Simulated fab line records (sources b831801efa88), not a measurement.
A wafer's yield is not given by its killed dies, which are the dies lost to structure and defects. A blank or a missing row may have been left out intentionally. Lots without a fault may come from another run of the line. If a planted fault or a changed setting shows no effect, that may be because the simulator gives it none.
Lot-split experiment :: flow sfq_line :: on a route of 325 steps: 5 lots, 23 wafers read

## THE SPLIT ITSELF
At SFQ_TRILAYER_M4_DEP_SPUTTER_091 (material Nb, target thk 200 nm, time 133.3 s), the setting time_s was moved away from the recipe's 133.3 s on 11 of the 23 wafers read, by -11.9% to +5.0%. All remaining wafers had this setting at the recipe value.

## FROM THE SPLIT TO THE READING: what the file shows between them, 4 steps
- SFQ_M4_RS_MEAS_924: measures by four-point-probe
- SFQ_TRILAYER_M4_LITHO_PEB_096: peb time 60 s (also split here: peb_temp_c)
- SFQ_TRILAYER_M4_LITHO_DEVELOP_095: time 60 s
- SFQ_TRILAYER_M4_BARC_OPEN_METAL_ETCH_123: etches BARC in O2, target depth 125 nm, time 41.7 s

## THE READING
oes_product_au, in a.u., at SFQ_TRILAYER_M4_ETCH_METAL_ETCH_096 (etches Nb in Cl2/Ar, stops on SiO2, target depth 240 nm, time 120 s). Fault-free wafers of this fab line usually give 0.896 a.u., standard deviation 0.0077 a.u.

wafer: L076.1
tool, chamber at the split: pvd_sputter-06, -
time_s as run, s: 133.3
against the recipe: recipe
oes_product_au, a.u.: 0.906
against lot-mates on the recipe: -

wafer: L076.2
tool, chamber at the split: pvd_sputter-06, -
time_s as run, s: 127.9
against the recipe: -4.1%
oes_product_au, a.u.: 0.885
against lot-mates on the recipe: -0.017

wafer: L076.3
tool, chamber at the split: pvd_sputter-06, -
time_s as run, s: 133.3
against the recipe: recipe
oes_product_au, a.u.: 0.898
against lot-mates on the recipe: -

wafer: L076.4
tool, chamber at the split: pvd_sputter-06, -
time_s as run, s: 127.9
against the recipe: -4.1%
oes_product_au, a.u.: 0.874
against lot-mates on the recipe: -0.028

wafer: L076.6
tool, chamber at the split: pvd_sputter-06, -
time_s as run, s: 127.9
against the recipe: -4.1%
oes_product_au, a.u.: 0.880
against lot-mates on the recipe: -0.022

wafer: L078.1
tool, chamber at the split: pvd_sputter-05, -
time_s as run, s: 139.9
against the recipe: +5.0%
oes_product_au, a.u.: 0.914
against lot-mates on the recipe: +0.011

wafer: L078.2
tool, chamber at the split: pvd_sputter-05, -
time_s as run, s: 133.3
against the recipe: recipe
oes_product_au, a.u.: 0.901
against lot-mates on the recipe: -

wafer: L078.4
tool, chamber at the split: pvd_sputter-05, -
time_s as run, s: 133.3
against the recipe: recipe
oes_product_au, a.u.: 0.904
against lot-mates on the recipe: -

wafer: L078.5
tool, chamber at the split: pvd_sputter-05, -
time_s as run, s: 139.9
against the recipe: +5.0%
oes_product_au, a.u.: 0.925
against lot-mates on the recipe: +0.022

wafer: L078.6
tool, chamber at the split: pvd_sputter-05, -
time_s as run, s: 139.9
against the recipe: +5.0%
oes_product_au, a.u.: 0.924
against lot-mates on the recipe: +0.021

wafer: L079.2
tool, chamber at the split: pvd_sputter-06, -
time_s as run, s: 133.3
against the recipe: recipe
oes_product_au, a.u.: 0.891
against lot-mates on the recipe: -

wafer: L079.3
tool, chamber at the split: pvd_sputter-06, -
time_s as run, s: 133.3
against the recipe: recipe
oes_product_au, a.u.: 0.890
against lot-mates on the recipe: -

wafer: L079.4
tool, chamber at the split: pvd_sputter-06, -
time_s as run, s: 117.5
against the recipe: -11.9%
oes_product_au, a.u.: 0.824
against lot-mates on the recipe: -0.067

wafer: L079.5
tool, chamber at the split: pvd_sputter-06, -
time_s as run, s: 117.5
against the recipe: -11.9%
oes_product_au, a.u.: 0.830
against lot-mates on the recipe: -0.061

wafer: L079.6
tool, chamber at the split: pvd_sputter-06, -
time_s as run, s: 117.5
against the recipe: -11.9%
oes_product_au, a.u.: 0.832
against lot-mates on the recipe: -0.059

wafer: L080.3
tool, chamber at the split: pvd_sputter-03, -
time_s as run, s: 133.3
against the recipe: recipe
oes_product_au, a.u.: 0.901
against lot-mates on the recipe: -

wafer: L080.5
tool, chamber at the split: pvd_sputter-03, -
time_s as run, s: 133.3
against the recipe: recipe
oes_product_au, a.u.: 0.909
against lot-mates on the recipe: -

wafer: L080.6
tool, chamber at the split: pvd_sputter-03, -
time_s as run, s: 133.3
against the recipe: recipe
oes_product_au, a.u.: 0.891
against lot-mates on the recipe: -

wafer: L084.1
tool, chamber at the split: pvd_sputter-03, -
time_s as run, s: 133.3
against the recipe: recipe
oes_product_au, a.u.: 0.900
against lot-mates on the recipe: -

wafer: L084.2
tool, chamber at the split: pvd_sputter-03, -
time_s as run, s: 139.5
against the recipe: +4.7%
oes_product_au, a.u.: 0.924
against lot-mates on the recipe: +0.028

wafer: L084.3
tool, chamber at the split: pvd_sputter-03, -
time_s as run, s: 139.5
against the recipe: +4.7%
oes_product_au, a.u.: 0.931
against lot-mates on the recipe: +0.035

wafer: L084.5
tool, chamber at the split: pvd_sputter-03, -
time_s as run, s: 133.3
against the recipe: recipe
oes_product_au, a.u.: 0.895
against lot-mates on the recipe: -

wafer: L084.6
tool, chamber at the split: pvd_sputter-03, -
time_s as run, s: 133.3
against the recipe: recipe
oes_product_au, a.u.: 0.894
against lot-mates on the recipe: -

FIT RESULTS
A straight line over all 23 wafers: oes_product_au changes by +0.00563 a.u. for each +1% of time_s; r = +0.98; the points scatter about the line by 0.0062 a.u.
The same after taking each lot's own level away (the mean of its wafers on the recipe; 23 wafers): +0.00514 a.u. for each +1%; r = +0.98; scatter 0.0056 a.u.
That fit puts the effect of the largest move of time_s on the reading at 0.061 a.u.
Measured against the standard deviation above, the lots' own levels, which go from 0.8905 to 0.9025 a.u., span 1.6 times it.
So the lot-to-lot level changes the slope little: the two slopes agree.
Check: -0.0599 a.u. against its lot-mates is what the line predicts for one of the wafers moved furthest among these (-11.9%) when that wafer is left out of the fit. It came out at -0.0665 a.u. against them.

## OTHER SPLITS APPLIED TO THESE WAFERS
Other splits were also applied to these wafers ahead of the reading. Each is held against what the fit with the lots' levels taken away leaves over:
other split on the same wafers: SFQ_TRILAYER_I1_VIA_ETCH_VIA_ETCH_052 source_w
wafers away from the commonest value: 8
r with oes_product_au (lot level and that fit taken away): +0.40

other split on the same wafers: SFQ_TRILAYER_I2_VIA_LITHO_EXPOSE_068 dose_mj
wafers away from the commonest value: 7
r with oes_product_au (lot level and that fit taken away): +0.05

other split on the same wafers: SFQ_TRILAYER_I2_VIA_BARC_OPEN_VIA_ETCH_096 pressure_mtorr
wafers away from the commonest value: 15
r with oes_product_au (lot level and that fit taken away): +0.21

other split on the same wafers: SFQ_TRILAYER_M3_DEP_SPUTTER_073 power_w
wafers away from the commonest value: 12
r with oes_product_au (lot level and that fit taken away): +0.07

other split on the same wafers: SFQ_TRILAYER_M3_BARC_OPEN_METAL_ETCH_100 pressure_mtorr
wafers away from the commonest value: 18
r with oes_product_au (lot level and that fit taken away): -0.12

other split on the same wafers: SFQ_TRILAYER_I3_VIA_LITHO_COAT_085 resist_thk_nm
wafers away from the commonest value: 10
r with oes_product_au (lot level and that fit taken away): +0.21

other split on the same wafers: SFQ_TRILAYER_M4_LITHO_PEB_096 peb_temp_c
wafers away from the commonest value: 8
r with oes_product_au (lot level and that fit taken away): -0.10

## THE WHOLE CHAIN: every reading that the file lists as answering this split, in the file's order
step: SFQ_TRILAYER_M4_DEP_SPUTTER_091
what it does: material Nb, target thk 200 nm, time 133.3 s
reading: Nb_of_TRILAYER_M4_DEP_SPUTTER_091.thk_nm (the simulator's own value, which no gauge read)
change (the file's fit): +2.01 nm for each +1% of the setting
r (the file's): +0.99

step: SFQ_M4_RS_MEAS_924
what it does: measures by four-point-probe
reading: M4_NB_RS
change (the file's fit): -0.00987 for each +1% of the setting
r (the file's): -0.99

step: SFQ_TRILAYER_M4_ETCH_METAL_ETCH_096
what it does: etches Nb in Cl2/Ar, stops on SiO2, target depth 240 nm, time 120 s
reading: oes_product_au
change (the file's fit): +0.00524 a.u. for each +1% of the setting
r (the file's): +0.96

step: SFQ_TRILAYER_M4_ETCH_METAL_ETCH_096
what it does: etches Nb in Cl2/Ar, stops on SiO2, target depth 240 nm, time 120 s
reading: etch.depth_nm (the simulator's own value, which no gauge read)
change (the file's fit): +2.15 nm for each +1% of the setting
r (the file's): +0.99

step: SFQ_TRILAYER_M4_ETCH_METAL_ETCH_096
what it does: etches Nb in Cl2/Ar, stops on SiO2, target depth 240 nm, time 120 s
reading: M4.feature_depth_nm (the simulator's own value, which no gauge read)
change (the file's fit): +1.98 nm for each +1% of the setting
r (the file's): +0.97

## THE FILE'S OWN FIT
oes_product_au changes by +0.00524 a.u. for each +1% of time_s, r = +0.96.
